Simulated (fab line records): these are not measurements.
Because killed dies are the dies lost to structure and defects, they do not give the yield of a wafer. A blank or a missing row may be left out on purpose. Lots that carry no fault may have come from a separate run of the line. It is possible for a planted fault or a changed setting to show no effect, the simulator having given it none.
One fault seen from 2 desks | flow gf180mcu | each desk holds nothing but its own numbers, with what lay behind them at the end

== AT THE TOOL OWNER'S DESK: cvd_w-01 ==
The tool's own readings at GF_V3_CVD_23 (deposits W, target thk 350 nm, time 104.9 s): means of the sampled wafers that have a number, for each lot that ran on this tool. Any lot whose mean is over 4 standard deviations away from the usual mean is out of limits and marked OUT; that distance is given in the brackets.
Columns: A = heater_power_outer_w at GF_V3_CVD_23, usual 553 W; B = heater_power_w at GF_V3_CVD_23, usual 846 W; C = susceptor_temp_C at GF_V3_CVD_23, usual 400.03 C
lot  | first seen here | A   | B    | C
L907 | day 23 12:01    | 592 | 923  | 400.20
L908 | day 23 12:41    | 595 | 930  | 400.03
L909 | day 24 01:49    | 599 | 925  | 400.10
L912 | day 25 07:22    | 601 | 920  | 399.93
L915 | day 26 10:52    | 597 | 932  | 399.70
L922 | day 28 10:38    | 788 | 1223 | 443.28 (+99 or more) OUT
L924 | day 28 20:20    | 837 | 1276 | 443.07 (+99 or more) OUT
This desk finds L922, L924 out of limits, L922 being first, at day 28 10:38 (susceptor_temp_C at GF_V3_CVD_23). L907, L908, L909, L912, L915 stayed within limits.

== METROLOGY DESK ==
What the gauges read, lot by lot, whatever tool the lot ran on: means of the sampled wafers that have a number. Any lot whose mean is over 4 standard deviations away from the usual mean is out of limits and marked OUT; that distance is given in the brackets.
Columns: A = cd_nm at GF_M2_CD_MEAS_14, usual 279.8 nm; B = V3_W_RS at GF_V3_RS_MEAS_24, usual 0.326 ohm/sq; C = V3_W_THK at GF_V3_THK_MEAS_25, usual 357 nm; D = V4_CVD_02_THK at GF_V4_THK_MEAS_03, usual 853 nm
lot  | first seen here | A     | B               | C   | D
L904 | day 19 04:58    | 279.3 | 0.329           | 354 | 857
L906 | day 19 17:49    | 278.0 | 0.331           | 353 | 875
L907 | day 20 08:28    | 280.1 | 0.331           | 346 | 850
L908 | day 20 10:05    | 279.2 | 0.327           | 349 | 853
L909 | day 20 23:02    | 279.1 | 0.323           | 358 | 862
L912 | day 22 05:13    | 280.8 | 0.324           | 362 | 870
L915 | day 23 12:07    | 279.6 | 0.325           | 360 | 860
L917 | day 24 07:11    | 280.8 | 0.323           | 360 | 857
L922 | day 25 15:11    | 279.6 | 0.195 (-42) OUT | -   | 854
L923 | day 25 20:45    | 280.5 | 0.328           | 354 | 833
L924 | day 26 02:24    | 280.5 | 0.194 (-43) OUT | -   | 834
This desk's finding: out of limits on L922, L924; first on L922, day 28 10:44 (V3_W_RS at GF_V3_RS_MEAS_24). L904, L906, L907, L908, L909, L912, L915, L917, L923 stayed within limits.

== ALL TOGETHER ==
At day 28 10:38, on L922, L924, the tool owner's desk was in a position to raise an alarm.
At day 28 10:44 the metrology desk could have sounded an alarm, on L922, L924.
On cvd_w-01, each named lot ran GF_V3_CVD_23.

== WHAT WAS PUT IN BY THE SIMULATOR ==
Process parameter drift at GF_V3_CVD_23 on cvd_w-01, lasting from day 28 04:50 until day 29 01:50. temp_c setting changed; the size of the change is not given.
Struck lots among those shown: L922, L924.
Hours from the fault's start to each desk's first reading out of limits: the tool owner's desk, 6; the metrology desk, 6.
